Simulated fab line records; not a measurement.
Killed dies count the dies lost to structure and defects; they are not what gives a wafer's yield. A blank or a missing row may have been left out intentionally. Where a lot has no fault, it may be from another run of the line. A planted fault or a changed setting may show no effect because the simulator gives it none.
Code-filled problem report in 8D (eight disciplines) form / flow gf180mcu / the parts of the form that need people (team, actions taken, sign-off) are left out

== 1. PROBLEM STATEMENT ==
cathodeDcPowerW at GF_M4_SPUTTER_01 reads a mean of 6729.6 W on 6 wafers of 2 lots; wafers without a fault read 6500.2 W with a standard deviation of 1.2. So: +99 or more standard deviations from the usual mean.
The step: material TiN, target thk 30 nm, time 25 s.
First observed at day 25 03:13: wafer L423.1, on pvdSputter-01. At this step, 39 wafers from 13 lots have a number in the record. The rule behind "out" and "out of limits": a value lying over 4 standard deviations away from the usual mean. All remaining wafers that have a number are taken as sound.

== 2. WHAT IT IS, AND WHAT IT ISN'T ==
question=which readings at this step | is=cathodeDcPowerW | is not=-
question=which lots | is=L423, L424 | is not=L416, L417, L421, L425, L429, L430, L431, L434, L437, L438, L439
question=which wafers of those lots | is=all that have a number | is not=-
question=read on which tools | is=pvdSputter-01 | is not=pvdSputter-03, pvdSputter-04
question=when | is=from day 25 03:13 | is not=up to then (9 sound wafers); but 24 sound wafers of L425, L429, L430, L431, L434, L437, L438, L439 came after

== 3. WHAT RULES OUT EACH SUSPECT ==
Counting: a tool at a process step up to the reading stays a suspect if it ran every lot that is out and no sound lot after the first of them.
- pvdSputter-02 at GF_V3_SPUTTER_21 (material Ti, target thk 15 nm, time 80.02 s): ruled out as a lasting fault. The sound lots L425, L429, L437 went through it after L423, its earliest lot that is out (day 25 02:25).
- pvdSputter-01 at GF_M4_SPUTTER_01 (material TiN, target thk 30 nm, time 25 s): ruled out as a lasting fault. The sound lots L430 went through it after L423, its earliest lot that is out (day 25 03:13).
Left after counting: nothing in the record.

== 4. THE CAUSE (what the simulator had put in) ==
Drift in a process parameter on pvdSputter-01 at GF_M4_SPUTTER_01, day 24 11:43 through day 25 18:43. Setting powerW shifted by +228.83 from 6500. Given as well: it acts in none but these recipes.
Counting ruled it out, wrongly.

== 5. THE CHAIN OF EFFECTS, in route order ==
Rows list readings where the struck wafers' mean (over those with a number) sits beyond 3 standard deviations from the usual. Only readings for which the record gives a usual standard deviation are gone through. hours: the time from each lot's start at the first step in this table that gives one to its start at this step, as a median over the lots. sigmas: the change in usual standard deviations.
hours=0; step=GF_M4_SPUTTER_01; reading=cathodeDcPowerW; usual=6500.2 W; on struck wafers=6729.6; change=+229.4; sigmas=+99 or more
Here are the process steps it includes:
- GF_M4_SPUTTER_01: material TiN, target thk 30 nm, time 25 s.
Later steps that measure or inspect, where all struck wafers having a row at the step show a number for every such reading and not one has moved that far: GF_M4_RS_MEAS_05, GF_M4_THK_MEAS_06.

== 6. WHAT WOULD HAVE CAUGHT IT SOONER ==
In this record no reading fell out of limits until day 25 03:13, 16 hours after the fault had begun at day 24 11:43.
